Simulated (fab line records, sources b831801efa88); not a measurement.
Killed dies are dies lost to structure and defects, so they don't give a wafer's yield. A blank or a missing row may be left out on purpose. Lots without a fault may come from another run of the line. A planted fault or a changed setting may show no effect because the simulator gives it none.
A struck lot beside a sound one | flow sky130 | 34 steps out of a route of 708
Sound: wafers L339.1, L339.2, L339.6. Struck: wafers L352.4, L352.5. The cause comes at the end.
At each step with rows: each side's tool, then ch and its chambers, then its first start. Under that, the readings that differ: sound wafers | struck wafers | difference of the means | sigmas: that difference in standard deviations of wafers without a fault.
alike: readings whose means differ by less than 2 such deviations, and words and numbers that are the same on both sides. not compared: withheld readings, readings that some wafer has no value for, bounds like >300 that may hide the same value, and numbers for which the record gives no deviation and whose values overlap.
The two part at a step that has a row with sigmas, a row that says differs or no value, or rows on one side only. Numbers that don't overlap but have no deviation are shown without sigmas and don't part them. A reading that every wafer of one side lacks parts them only if that side has two wafers or more.

first, 4 steps without rows for these wafers: SKY_METAL5_SOFTBAKE_10 (time 60 s); SKY_METAL5_EXPOSE_11 (exposes mask MM5, target cd 1600 nm); SKY_METAL5_PEB_12; SKY_METAL5_DEVELOP_13 (develop time 60 s).
SKY_METAL5_DESCUM_14: chemistry O2, time 11 s.
  sound on rie_metal-04 ch 0,1, day 43 21:38; struck on rie_metal-01 ch 1, day 48 10:12
  alike: drypump_motor_current_A, he_backside_leak_sccm, oes_product_au
  not compared: rf_hours_counter_h
then, 1 step without rows for these wafers: SKY_METAL5_METAL_ETCH_15 (etches the open film in Cl2/BCl3, stops on SiO2, target depth 1260 nm, time 252 s).
SKY_METAL5_STRIP_16: strips in O2/N2.
  sound on plasma_asher-02 ch 0,1, day 43 21:55; struck on plasma_asher-01 ch 0, day 48 10:29
  alike: drypump_motor_current_A, oes_product_au, strip_time_to_endpoint_s
  not compared: rf_hours_counter_h
then, 4 steps without rows for these wafers: SKY_METAL5_STRIP_17 (strips in post etch residue remover, time 1200 s); SKY_METAL5_CLEAN_18 (cleans in IPA, time 180 s); SKY_METAL5_CLEAN_19 (cleans in O3/DIW); SKY_PASSIVATION_CVD_00 (deposits SiO2, target thk 90 nm).
SKY_PASSIVATION_THK_MEAS_01:
  sound on film_metro-02, day 43 22:32; struck on film_metro-01, day 48 11:08
  alike: PASSIVATION_CVD_00_THK
SKY_PASSIVATION_CVD_02: deposits Si3N4, target thk 540 nm.
  sound on pecvd-03 ch 0,2, day 43 22:35; struck on pecvd-04 ch 1,2, day 48 11:17
  reading                                       | sound             | struck      | difference | sigmas
  model.Si3N4_of_PASSIVATION_CVD_02.thk_nm (nm) | 530.5 538.4 543.1 | 785.4 783.1 | +246.9     |
  alike: heater_power_w
SKY_PASSIVATION_THK_MEAS_03:
  sound on film_metro-02, day 43 22:55; struck on film_metro-03, day 48 11:39
  reading                     | sound       | struck  | difference | sigmas
  PASSIVATION_CVD_02_THK (nm) | 531 538 543 | 785 783 | +247       | +36
  not compared: hold
then, 6 steps without rows for these wafers: SKY_PASSIVATION_HMDS_05 (prime time 60 s); SKY_PASSIVATION_COAT_06 (resist thk 3000 nm); SKY_PASSIVATION_SOFTBAKE_07; SKY_PASSIVATION_EXPOSE_08 (exposes mask NSM, target cd 3000 nm); SKY_PASSIVATION_PEB_09; SKY_PASSIVATION_DEVELOP_10 (develop time 60 s).
SKY_PASSIVATION_ETCH_11: etches the open film in CF4/O2, stops on AlCu, target depth 725 nm, time 161.1 s.
  sound on rie_diel-03 ch 0,1, day 44 21:11; struck on rie_diel-03 ch 0,2, day 49 05:05
  reading                                 | sound             | struck      | difference | sigmas
  oes_product_au (a.u.)                   | 0.965 0.977 0.982 | 1.012 0.991 | +0.027     | +4
  model.PASSIVATION.feature_depth_nm (nm) | 694.1 703.3 707.9 | 731.7 709.5 | +18.8      |
  model.etch.depth_nm (nm)                | 694.1 703.3 707.9 | 731.7 709.5 | +18.8      |
  alike: drypump_motor_current_A, throttle_valve_pct
  not compared: rf_hours_counter_h
SKY_PASSIVATION_STRIP_12: strips in O2/N2.
  sound on plasma_asher-03 ch 0,1, day 44 21:17; struck on plasma_asher-03 ch 0,1, day 49 05:14
  alike: drypump_motor_current_A, oes_product_au, strip_time_to_endpoint_s
  not compared: rf_hours_counter_h
then, 7 steps without rows for these wafers: SKY_PAD_OPEN_DEHYDRATE_00 (time 60 s); SKY_PAD_OPEN_HMDS_01 (prime time 60 s); SKY_PAD_OPEN_COAT_02 (resist thk 3000 nm); SKY_PAD_OPEN_SOFTBAKE_03; SKY_PAD_OPEN_EXPOSE_04 (exposes mask PDM, target cd 60000 nm); SKY_PAD_OPEN_PEB_05; SKY_PAD_OPEN_DEVELOP_06 (develop time 60 s).
SKY_PAD_OPEN_ETCH_07: etches the open film in CF4/O2, stops on AlCu, target depth 725 nm, time 161.1 s.
  sound on rie_diel-01 ch 0,1, day 45 18:08; struck on rie_diel-04 ch 2,3, day 49 22:05
  reading               | sound             | struck      | difference | sigmas
  oes_product_au (a.u.) | 0.969 0.969 0.981 | 0.990 0.993 | +0.019     | +2
  alike: drypump_motor_current_A, throttle_valve_pct
  not compared: rf_hours_counter_h
SKY_PAD_OPEN_STRIP_08: strips in O2/N2.
  sound on plasma_asher-01 ch 0,1, day 45 18:14; struck on plasma_asher-01 ch 0,1, day 49 22:13
  alike: drypump_motor_current_A, oes_product_au, strip_time_to_endpoint_s
  not compared: rf_hours_counter_h
SKY_PAD_OPEN_STRIP_09: strips in post etch residue remover, time 1200 s.
  sound on wet_bench-01 ch 0, day 45 18:20; struck on wet_bench-04 ch 2, day 49 22:17
  reading                                       | sound           | struck      | difference | sigmas
  bath_guard_temp_C (C)                         | 72.3 72.4 72.0  | 73.4 73.4   | +1.2       | +3
  model.Si3N4_of_PASSIVATION_CVD_02.thk_nm (nm) | 530.1 538 542.7 | 785.1 782.7 | +247.0     |
then, 1 step without rows for these wafers: SKY_PAD_OPEN_CLEAN_10 (cleans in IPA, time 180 s).
SKY_PAD_OPEN_PROBE_99:
  sound on prober-02, day 45 20:27; struck on prober-02, day 50 00:32
  reading                               | sound                | struck            | difference | sigmas
  model.etest.tester.sort_n_pass        | 384 411 397          | 260 309           | -113       |
  model.etest.tester.sort_yield_pct (%) | 78.05 83.54 80.69    | 52.85 62.8        | -22.94     |
  model.etest.tester.sort_bin_5_pct (%) | 12.4 11.38 12.6      | 40.43 32.11       | +24.14     |
  model.etest.pad.probe_ohm             | 0.5317 0.5181 0.4919 | 10.55 7.822       | +8.67      |
  model.etest.tester.sort_bin_8_pct (%) | 0 0 0                | 0.01714 0.0007845 | +0.00896   |
  alike: defect_limited_yield, killed_at_M0_to_M3, killed_at_M4_up, killed_at_contacts, killed_at_front_end, killed_at_other, killed_dies, killed_open, killed_short
  not compared: hold

WHERE THEY PART
First at SKY_PASSIVATION_THK_MEAS_03; last, within this record, at SKY_PAD_OPEN_STRIP_09. Later steps at which nothing parts them and some readings are alike: SKY_PAD_OPEN_PROBE_99.

WHY: what the simulator had put in
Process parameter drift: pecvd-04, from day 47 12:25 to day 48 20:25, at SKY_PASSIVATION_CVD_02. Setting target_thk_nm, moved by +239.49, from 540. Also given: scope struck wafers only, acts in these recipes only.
